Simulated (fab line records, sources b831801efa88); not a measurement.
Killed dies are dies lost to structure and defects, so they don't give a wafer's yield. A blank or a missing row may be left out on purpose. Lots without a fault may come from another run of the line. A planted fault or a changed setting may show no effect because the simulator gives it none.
fab line records | flow sky130
record lots=6 wafers=18 last_day=51
route steps=708 shown VIA1@461 METAL2@483 PAD_OPEN@708
lots that met no fault: from a run of the same line without faults
start_h: hours from the record's first day to the start of the lot's first wafer shown | wait_h: hours since the lot's step before | " the same as in the row above | L1.1+2: a row that stands for several wafers | - no value, or no start given | * or withheld: withheld | < > ~ a bound
route shown NAME@n: a module of which the file shows steps, and the number in the route of the first | usual: mean/standard deviation of fault-free wafers | same: alike in all rows | chamber/n: place in a boat | sites: the reading at each site | _std_site: their standard deviation | _edge_site: outer sites' mean less inner sites' | radius_mm: how far each site lies from the wafer's centre | mask NAME#n: copy n | behind: the tool/chamber that last shaped the wafer | hold: why the lot was held/for how many hours/how that ended | device: the transistor (n, p or np) that didn't switch | end of line: the same wafers' tests at the end of the route | a step without rows: its recipe alone | killed: dies lost to structure and defects at the first sort, not the wafer's yield | map: a wafer's dies, x killed, . not, _ none there
set.NAME: the setting as run; set.NAME@STEP: as run at that earlier step | model.NAME: the simulator's own value behind a step, which no gauge read
lots at some steps of the route; a table a step, a row a wafer
services: from which hour (start_h, from the record's first day; less than 0 if before it) a tool's chamber was out of use, for how many hours, and why
## steps
# step SKY_VIA1_BOW_MEAS_03
# recipe mode=bow
# usual VIA1_BOW=80/6.5
# columns lot.wafer tool chamber start_h wait_h VIA1_BOW[um]
L789.2 film_metro-01 - 804.34 0.2 69
L789.3 " - " " 77
L789.4 " - " " 85
L793.2 film_metro-02 - 827.83 0.2 77
L793.5 " - " " 82
L793.6 " - " " 75
L800.1 film_metro-02 - 888.95 0.1 80
L800.4 " - " " 79
L800.6 " - " " 88
L801.2 film_metro-01 - 894.79 0.2 82
L801.3 " - " " 75
L801.6 " - " " 81
L805.2 film_metro-03 - 916.69 0.3 76
L805.4 " - " " 80
L805.6 " - " " 80
L810.2 film_metro-03 - 953.59 0.3 68
L810.4 " - " " 82
L810.6 " - " " 80
# step SKY_VIA1_DEHYDRATE_04
# recipe temp_c=200 time_s=60
# step SKY_VIA1_HMDS_05
# recipe prime_time_s=60 prime_temp_c=120
# step SKY_VIA1_COAT_06
# recipe resist=BARC temp_c=withheld time_s=withheld spin_rpm=3000 resist_thk_nm=60
# step SKY_VIA1_COAT_07
# recipe resist=KrF-thick spin_rpm=3000 resist_thk_nm=450
# step SKY_VIA1_SOFTBAKE_08
# recipe temp_c=100 time_s=90 resist=KrF-thick
# step SKY_VIA1_EXPOSE_09
# recipe mask_id=VIM na=0.8 source_shape=annular sigma_inner=0.55 sigma_outer=0.85 target_cd_nm=150 dose_mj=38
# step SKY_VIA1_PEB_10
# recipe peb_temp_c=withheld peb_time_s=withheld resist=KrF-thick
# step SKY_VIA1_DEVELOP_11
# recipe develop_time_s=60 resist=KrF-thick dev_temp_c=21
# step SKY_VIA1_CD_MEAS_12
# recipe target_cd_nm=150
# usual cd_nm=149.7/1.9
# columns lot.wafer tool chamber start_h wait_h cd_nm
L789.2 cd_sem-01 - 830.99 - 148.9
L789.3 " - " " 148.1
L789.4 " - " " 150.0
L793.2 cd_sem-02 - 854.61 - 149.2
L793.5 " - " " 149.2
L793.6 " - " " 150.3
L800.1 cd_sem-02 - 914.74 - 150.1
L800.4 " - " " 149.6
L800.6 " - " " 148.8
L801.2 cd_sem-01 - 920.61 - 150.6
L801.3 " - " " 151.9
L801.6 " - " " 151.7
L805.2 cd_sem-01 - 941.86 - 149.5
L805.4 " - " " 150.2
L805.6 " - " " 148.7
L810.2 cd_sem-01 - 977.98 - 151.1
L810.4 " - " " 153.3
L810.6 " - " " 151.0
# step SKY_VIA1_OVL_MEAS_13
# usual VIA1_OVL=1/5.8
# columns lot.wafer tool chamber start_h wait_h VIA1_OVL[nm]
L789.2 overlay-02 - 831.09 0.1 -1
L789.3 " - " " 12
L789.4 " - " " 1
L793.2 overlay-01 - 854.72 0.1 0
L793.5 " - " " -2
L793.6 " - " " -1
L800.1 overlay-01 - 914.86 0.1 5
L800.4 " - " " 7
L800.6 " - " " -1
L801.2 overlay-01 - 920.72 0.1 0
L801.3 " - " " -2
L801.6 " - " " -5
L805.2 overlay-01 - 941.97 0.1 0
L805.4 " - " " 2
L805.6 " - " " 0
L810.2 overlay-02 - 978.09 0.1 6
L810.4 " - " " 2
L810.6 " - " " 4
# step SKY_VIA1_ETCH_14
# recipe chemistry=N2/H2 target=BARC ion_energy_ev=200 source_w=500 bias_w=100 pressure_mtorr=30 n2_flow_sccm=100 h2_flow_sccm=200 stop_on=SiO2 time_s=45.9 target_depth_a=600
# usual drypump_motor_current_A=5.9/0.6 n2_flow_sccm=100.0/0.32 oes_product_au=0.855/0.0049 throttle_valve_pct=13.226/0.0092
# columns lot.wafer tool chamber start_h wait_h drypump_motor_current_A n2_flow_sccm oes_product_au rf_hours_counter_h throttle_valve_pct
L789.2 rie_diel-02 2 831.12 0.0 5.9 100.2 0.859 19 13.217
L789.3 " 1 " " 5.5 100.0 0.855 7 13.249
L789.4 " 3 " " 5.4 100.0 0.849 11 13.218
L793.2 rie_diel-04 3 854.75 0.0 6.7 100.5 0.852 6 13.233
L793.5 " 0 " " 4.9 99.7 0.856 - 13.228
L793.6 " 3 " " 6.7 100.0 0.846 - 13.225
L800.1 rie_diel-02 0 914.90 0.0 6.4 99.7 0.861 28 13.247
L800.4 " 2 " " 5.9 99.4 0.855 22 13.238
L800.6 " 1 " " 5.5 100.2 0.854 - 13.222
L801.2 rie_diel-04 0 920.75 0.0 4.9 100.3 0.860 9 13.239
L801.3 " 2 " " 6.5 100.3 0.860 19 13.238
L801.6 " 2 " " 6.5 100.2 0.857 - 13.224
L805.2 rie_diel-02 3 942.00 0.0 5.4 100.1 0.861 15 13.220
L805.4 " 2 " " 5.9 100.1 0.849 - 13.212
L805.6 " 1 " " 5.5 99.9 0.851 - 13.234
L810.2 rie_diel-01 0 978.12 0.0 5.8 99.8 0.850 12 13.226
L810.4 " 1 " " 6.1 99.9 0.849 21 13.225
L810.6 " 2 " " 6.3 99.9 0.853 - 13.224
# step SKY_VIA1_ETCH_15
# recipe target=SiO2 chemistry=C4F8/O2/Ar target_depth_nm=351 stop_on=TiN mask_material=KrF-thick source_w=1500 bias_w=1200 pressure_mtorr=40 c4f8_flow_sccm=withheld O2_flow_sccm=6 Ar_flow_sccm=300 time_s=54
# usual oes_product_au=0.981/0.0055
# columns lot.wafer tool chamber start_h wait_h oes_product_au rf_hours_counter_h model.etch.depth_nm model.VIA1.feature_depth_nm model.KrF-thick_of_VIA1_COAT_07.thk_nm
L789.2 rie_diel-02 2 831.17 0.0 0.988 19 345.9 345.9 323.7
L789.3 " 1 " " 0.973 8 345.7 345.7 324.5
L789.4 " 3 " " 0.986 11 346.7 346.7 320.7
L793.2 rie_diel-04 3 854.79 0.0 0.975 6 345.7 345.7 325.3
L793.5 " 0 " " 0.965 - 344 344 326.1
L793.6 " 3 " " 0.982 - 345.3 345.3 324.1
L800.1 rie_diel-02 0 914.94 0.0 0.979 28 344.2 344.2 322.1
L800.4 " 2 " " 0.747 22 204.6 204.6 352.8
L800.6 " 1 " " 0.985 - 344.6 344.6 322.9
L801.2 rie_diel-04 0 920.79 0.0 0.980 9 345.3 345.3 325.4
L801.3 " 2 " " 0.983 19 344.7 344.7 323.3
L801.6 " 2 " " 0.985 - 343.7 343.7 324.8
L805.2 rie_diel-02 3 942.04 0.0 0.979 15 344.7 344.7 322.7
L805.4 " 2 " " 0.724 - 201 201 353.9
L805.6 " 1 " " 0.984 - 344.8 344.8 322.5
L810.2 rie_diel-01 0 978.16 0.0 0.981 12 345.8 345.8 322.9
L810.4 " 1 " " 0.980 21 345.7 345.7 323.8
L810.6 " 2 " " 0.974 - 346.1 346.1 324.6
# step SKY_VIA1_STRIP_16
# recipe chemistry=O2/N2 power_w=1400 pressure_mtorr=1500 platen_temp_c=withheld o2_flow_sccm=3000 n2_flow_sccm=300 overash_fraction=0.5
# usual drypump_motor_current_A=5.6/0.39 n2_flow_sccm=300.0/0.91 oes_product_au=0.417/0.0047 strip_time_to_endpoint_s=4.471/0.02
# columns lot.wafer tool chamber start_h wait_h drypump_motor_current_A n2_flow_sccm oes_product_au rf_hours_counter_h strip_time_to_endpoint_s
L789.2 plasma_asher-04 0 831.21 0.0 5.3 299.8 0.417 91 4.473
L789.3 " 0 " " 5.3 300.0 0.421 - 4.467
L789.4 " 1 " " 6.2 301.7 0.423 - 4.448
L793.2 plasma_asher-03 0 854.83 0.0 5.5 300.7 0.418 45 4.481
L793.5 " 0 " " 5.4 300.2 0.416 - 4.500
L793.6 " 1 " " 5.2 299.3 0.420 - 4.457
L800.1 plasma_asher-03 1 914.99 0.0 5.2 301.1 0.418 52 4.465
L800.4 " 0 " " 5.4 299.7 0.421 - 4.767
L800.6 " 0 " " 5.5 300.3 0.412 - 4.469
L801.2 plasma_asher-04 0 920.84 0.0 5.3 299.4 0.418 100 4.487
L801.3 " 0 " " 5.2 299.1 0.418 - 4.463
L801.6 " 0 " " 5.3 299.8 0.416 - 4.483
L805.2 plasma_asher-03 1 942.09 0.0 5.2 299.7 0.423 54 4.467
L805.4 " 0 " " 5.4 300.9 0.425 - 4.782
L805.6 " 1 " " 5.2 300.8 0.422 - 4.459
L810.2 plasma_asher-02 1 978.21 0.0 6.1 299.6 0.423 86 4.463
L810.4 " 1 " " 6.1 299.8 0.407 - 4.488
L810.6 " 1 " " 6.2 300.7 0.423 - 4.475
# step SKY_VIA1_STRIP_17
# recipe chemistry=post_etch_residue_remover time_s=1200 temp_c=72.5
# step SKY_VIA1_CLEAN_18
# recipe chemistry=IPA time_s=180 temp_c=25
# step SKY_VIA1_CLEAN_19
# recipe chemistry=O3/DIW dry=n2_spin
# step SKY_VIA1_SPUTTER_20
# recipe material=TiN target_thk_nm=20 chamber_pressure_pa=5 power_w=4000 time_s=80
# usual throttle_valve_pct=29.7/1.6
# columns lot.wafer tool chamber start_h wait_h throttle_valve_pct
L789.2 pvd_sputter-02 - 831.80 0.0 29.0
L789.3 " - " " 29.3
L789.4 " - " " 32.9
L793.2 pvd_sputter-01 - 855.43 0.0 30.6
L793.5 " - " " 30.0
L793.6 " - " " 30.7
L800.1 pvd_sputter-02 - 915.60 0.0 29.0
L800.4 " - " " 27.2
L800.6 " - " " 28.8
L801.2 pvd_sputter-02 - 921.47 0.0 28.5
L801.3 " - " " 29.1
L801.6 " - " " 28.8
L805.2 pvd_sputter-01 - 942.68 0.0 30.5
L805.4 " - " " 30.2
L805.6 " - " " 31.1
L810.2 pvd_sputter-03 - 978.82 0.0 29.6
L810.4 " - " " 31.7
L810.6 " - " " 28.2
# step SKY_VIA1_CVD_21
# recipe material=W target_thk_nm=270 time_s=80.902 temp_c=400 pressure_torr=40
# usual heater_power_w=889/84
# columns lot.wafer tool chamber start_h wait_h heater_power_w
L789.2 cvd_w-02 1 831.87 0.0 1091
L789.3 " 1 " " 1034
L789.4 " 0 " " 804
L793.2 cvd_w-02 0 855.49 0.0 825
L793.5 " 0 " " 820
L793.6 " 1 " " 1077
L800.1 cvd_w-01 0 915.66 0.0 831
L800.4 " 1 " " 912
L800.6 " 0 " " 827
L801.2 cvd_w-02 0 921.53 0.0 767
L801.3 " 1 " " 919
L801.6 " 0 " " 767
L805.2 cvd_w-01 0 942.74 0.0 837
L805.4 " 1 " " 891
L805.6 " 0 " " 849
L810.2 cvd_w-02 1 978.88 0.0 922
L810.4 " 1 " " 931
L810.6 " 0 " " 771
# step SKY_VIA1_CMP_24
# recipe stop_on=SiO2 t_overpolish_s=15 down_force_psi=3.5 platen_rpm=60 target_thk_nm=0 pad_velocity_m_s=0.94248
# usual motor_current_A=11.2/1.2
# columns lot.wafer tool chamber start_h wait_h motor_current_A
L789.3 cmp-02 2 832.14 0.0 11.8
L789.2 " 3 " " 12.2
L789.4 " 0 " " 9.2
L793.2 cmp-01 0 855.86 0.1 10.6
L793.6 " 2 " " 12.3
L793.5 " 3 " " 10.1
L800.4 cmp-02 2 915.93 0.0 12.0
L800.1 " 0 " " 9.4
L800.6 " 3 " " 12.3
L801.3 cmp-01 2 921.91 0.1 12.4
L801.2 " 3 " " 10.4
L801.6 " 1 " " 11.0
L805.4 cmp-02 0 943.02 0.0 9.3
L805.2 " 2 " " 12.2
L805.6 " 0 " " 9.2
L810.2 cmp-01 1 979.15 0.0 10.3
L810.4 " 3 " " 10.0
L810.6 " 2 " " 12.4
# step SKY_METAL2_SPUTTER_00
# recipe material=Ti target_thk_nm=15 power_w=3000 time_s=10 chamber_pressure_pa=0.4
# usual throttle_valve_pct=29.9/1.7
# columns lot.wafer tool chamber start_h wait_h throttle_valve_pct
L789.2 pvd_sputter-04 - 832.44 0.2 31.8
L789.3 " - " " 30.6
L789.4 " - " " 28.6
L793.2 pvd_sputter-04 - 856.06 0.1 30.5
L793.5 " - " " 30.5
L793.6 " - " " 30.6
L800.1 pvd_sputter-04 - 916.23 0.1 28.9
L800.6 " - " " 31.0
L801.2 pvd_sputter-04 - 922.11 0.1 31.6
L801.3 " - " " 30.8
L801.6 " - " " 31.5
L805.2 pvd_sputter-02 - 943.32 0.1 32.8
L805.6 " - " " 28.8
L810.2 pvd_sputter-01 - 979.45 0.2 30.2
L810.4 " - " " 30.6
L810.6 " - " " 30.3
# step SKY_METAL2_SPUTTER_01
# recipe material=TiN target_thk_nm=20 power_w=6500 time_s=16.7 chamber_pressure_pa=0.4
# usual throttle_valve_pct=29.9/1.7
# columns lot.wafer tool chamber start_h wait_h throttle_valve_pct
L789.2 pvd_sputter-04 - 832.46 0.0 31.4
L789.3 " - " " 30.4
L789.4 " - " " 28.6
L793.2 pvd_sputter-04 - 856.08 0.0 30.8
L793.5 " - " " 30.8
L793.6 " - " " 30.7
L800.1 pvd_sputter-04 - 916.25 0.0 28.6
L800.6 " - " " 30.7
L801.2 pvd_sputter-04 - 922.13 0.0 31.7
L801.3 " - " " 30.6
L801.6 " - " " 31.6
L805.2 pvd_sputter-02 - 943.34 0.0 32.9
L805.6 " - " " 28.8
L810.2 pvd_sputter-01 - 979.47 0.0 30.5
L810.4 " - " " 30.8
L810.6 " - " " 30.3
# step SKY_METAL2_SPUTTER_02
# recipe material=AlCu target_thk_nm=250 power_w=10600 time_s=13.3 chamber_pressure_pa=0.4
# usual throttle_valve_pct=29.9/1.7
# columns lot.wafer tool chamber start_h wait_h throttle_valve_pct
L789.2 pvd_sputter-04 - 832.49 0.0 31.4
L789.3 " - " " 30.6
L789.4 " - " " 28.8
L793.2 pvd_sputter-04 - 856.11 0.0 30.8
L793.5 " - " " 30.7
L793.6 " - " " 30.9
L800.1 pvd_sputter-04 - 916.28 0.0 28.6
L800.6 " - " " 30.6
L801.2 pvd_sputter-04 - 922.15 0.0 31.3
L801.3 " - " " 30.5
L801.6 " - " " 31.5
L805.2 pvd_sputter-02 - 943.36 0.0 33.0
L805.6 " - " " 28.5
L810.2 pvd_sputter-01 - 979.50 0.0 30.4
L810.4 " - " " 30.6
L810.6 " - " " 30.2
# step SKY_PAD_OPEN_PROBE_99
# columns lot.wafer tool chamber start_h wait_h model.etest.met1_comb.under_floor model.etest.diode_ndiff_fingers.under_floor model.etest.cap_ono.open model.etest.cap_thin_oxide.open model.etest.diode_pdiff_nwell_hv.under_floor model.etest.nfet_01v8_lvt.open model.etest.licon_to_gate.open model.etest.nfet_16v.under_floor
L789.2+3+4 prober-01 - 1114.80 0.1 0 0 0 0 0 0 0 0
L793.2+5+6 prober-02 - 1131.62 0.1 0 0 0 0 0 0 0 0
L800.1+6 prober-01 - 1177.84 0.1 0 0 0 0 0 0 0 0
L800.4 prober-01 - 1177.99 0.2 1 1 1 1 1 1 1 1
L801.2+3+6 prober-02 - 1179.74 0.1 0 0 0 0 0 0 0 0
L805.2+6 prober-02 - 1196.02 0.1 0 0 0 0 0 0 0 0
L805.4 prober-02 - 1196.12 0.2 1 1 1 1 1 1 1 1
L810.2+4+6 prober-01 - 1220.77 0.1 0 0 0 0 0 0 0 0
# killed by level:class
L789.2 CONTACT:geometric_particle:open=14 VIA1:geometric_particle:open=13 LI_CONTACT:geometric_particle:open=6 FIELD_ISO:geometric_particle:short=5 VIA2:geometric_particle:open=5 VIA1:geometric_particle:short=4 FIELD_ISO:geometric_particle:open=3 POLY_GATE:geometric_particle:short=3
L789.3 CONTACT:geometric_particle:open=10 VIA1:geometric_particle:open=8 METAL1:geometric_particle:short=7 LI_CONTACT:geometric_particle:open=6 LOCAL_INTERCONNECT:geometric_particle:short=6 VIA2:geometric_particle:open=6 VIA3:geometric_particle:open=5 METAL3:geometric_particle:short=5
L789.4 CONTACT:geometric_particle:open=13 VIA2:geometric_particle:open=9 VIA1:geometric_particle:open=8 FIELD_ISO:geometric_particle:open=6 METAL1:geometric_particle:short=6 VIA3:geometric_particle:open=6 FIELD_ISO:geometric_particle:short=5 LI_CONTACT:geometric_particle:open=5
L793.2 CONTACT:geometric_particle:open=9 VIA1:geometric_particle:open=9 POLY_GATE:geometric_particle:short=8 METAL2:geometric_particle:short=8 VIA2:geometric_particle:open=7 VIA3:geometric_particle:open=7 CONTACT:geometric_particle:short=6 FIELD_ISO:geometric_particle:short=4
L793.5 VIA1:geometric_particle:open=13 METAL2:geometric_particle:short=9 CONTACT:geometric_particle:open=8 VIA1:geometric_particle:short=6 LI_CONTACT:geometric_particle:open=5 VIA2:geometric_particle:open=5 CONTACT:geometric_particle:short=4 VIA3:geometric_particle:open=4
L793.6 CONTACT:geometric_particle:open=13 VIA1:geometric_particle:open=12 VIA3:geometric_particle:open=8 VIA2:geometric_particle:open=7 LI_CONTACT:geometric_particle:open=7 POLY_GATE:geometric_particle:open=6 CONTACT:geometric_particle:short=6 VIA1:geometric_particle:short=6
L801.2 LI_CONTACT:geometric_particle:open=9 CONTACT:geometric_particle:short=9 VIA1:geometric_particle:open=9 CONTACT:geometric_particle:open=8 VIA2:geometric_particle:open=8 METAL3:geometric_particle:short=5 VIA3:geometric_particle:short=5 FIELD_ISO:geometric_particle:short=3
L801.3 VIA1:geometric_particle:open=11 CONTACT:geometric_particle:open=10 LI_CONTACT:geometric_particle:open=9 VIA2:geometric_particle:open=9 POLY_GATE:geometric_particle:open=7 VIA3:geometric_particle:open=5 FIELD_ISO:geometric_particle:open=4 CONTACT:geometric_particle:short=4
L801.6 VIA1:geometric_particle:open=11 METAL2:geometric_particle:short=8 CONTACT:geometric_particle:open=7 LI_CONTACT:geometric_particle:open=6 FIELD_ISO:geometric_particle:short=5 FIELD_ISO:geometric_particle:open=4 POLY_GATE:geometric_particle:short=4 LI_CONTACT:geometric_particle:short=4
L810.2 LI_CONTACT:geometric_particle:open=12 VIA1:geometric_particle:open=12 VIA3:geometric_particle:open=9 VIA2:geometric_particle:open=7 CONTACT:geometric_particle:open=7 METAL2:geometric_particle:short=6 POLY_GATE:geometric_particle:short=4 VIA1:geometric_particle:short=4
L810.4 VIA3:geometric_particle:open=8 CONTACT:geometric_particle:open=8 VIA1:geometric_particle:short=8 VIA2:geometric_particle:open=7 VIA1:geometric_particle:open=7 CONTACT:geometric_particle:short=6 LI_CONTACT:geometric_particle:open=6 METAL2:geometric_particle:short=5
L810.6 VIA2:geometric_particle:open=9 CONTACT:geometric_particle:open=9 VIA1:geometric_particle:open=9 METAL2:geometric_particle:short=9 VIA3:geometric_particle:open=9 FIELD_ISO:geometric_particle:open=6 CONTACT:geometric_particle:short=6 LOCAL_INTERCONNECT:geometric_particle:short=5
## services
# columns tool chamber start_h hours kind
rie_diel-02 1 810.69 11.2 repair
cmp-01 - 813.45 2.8 repair
rie_diel-01 3 837.56 5.5 repair
cmp-02 - 851.84 4.1 pm
rie_diel-04 2 866.07 10.3 repair
pvd_sputter-04 - 867.48 2.8 repair
cvd_w-02 - 904.00 14.0 pm
rie_diel-02 0 904.76 2.7 repair
cvd_w-02 1 909.33 2.8 repair
cmp-02 - 909.76 1.3 repair
cmp-01 - 912.02 4.0 pm
rie_diel-04 1 917.45 14.3 repair
rie_diel-04 3 921.34 4.2 repair
cvd_w-02 - 923.24 28.1 pm
rie_diel-02 0 924.94 3.0 repair
rie_diel-01 - 934.26 0.3 repair
cmp-01 - 936.09 4.3 pm
rie_diel-01 1 936.21 2.0 repair
rie_diel-04 - 943.97 0.9 repair
rie_diel-02 1 948.40 8.7 repair
rie_diel-02 1 959.82 18.5 repair
cvd_w-02 0 959.99 8.1 repair
cmp-01 - 972.57 1.3 repair
pvd_sputter-04 - 975.56 4.8 repair
## key
first_sign step=SKY_VIA1_ETCH_15 reading=oes_product_au direction=down sigmas=45 usual=0.981 struck=0.735
effect step=SKY_VIA1_STRIP_16 reading=strip_time_to_endpoint_s direction=up sigmas=15 usual=* struck=*
effect step=SKY_METAL2_SPUTTER_00 reading=visit direction=missing
effect step=SKY_METAL2_SPUTTER_01 reading=visit direction=missing
effect step=SKY_METAL2_SPUTTER_02 reading=visit direction=missing
model_effect step=SKY_VIA1_ETCH_15 value=etch.depth_nm without=346.1 struck=202.8
model_effect step=SKY_PAD_OPEN_PROBE_99 value=etest.met1_comb.under_floor without=0 struck=1
met_at SKY_VIA1_ETCH_15
struck_wafers L800.4,L805.4
later_rows_left_out L800.4,L805.4
sort_left_out L800.4,L805.4
onset_between 831.17 914.94
fault kind=process_parameter_drift tool=rie_diel-02 chamber=- onset_h=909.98 steps=SKY_VIA1_ETCH_15 channel=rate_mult offset=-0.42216 shape=step end_h=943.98 scope=struck_wafers_only
# sort_left_out: the simulated sort isn't trusted on such a fault, so these wafers' sort isn't shown, and their yield isn't known
# later_rows_left_out: the simulator's readings of these wafers behind a module that went badly wrong aren't trusted and aren't shown, but for the sort
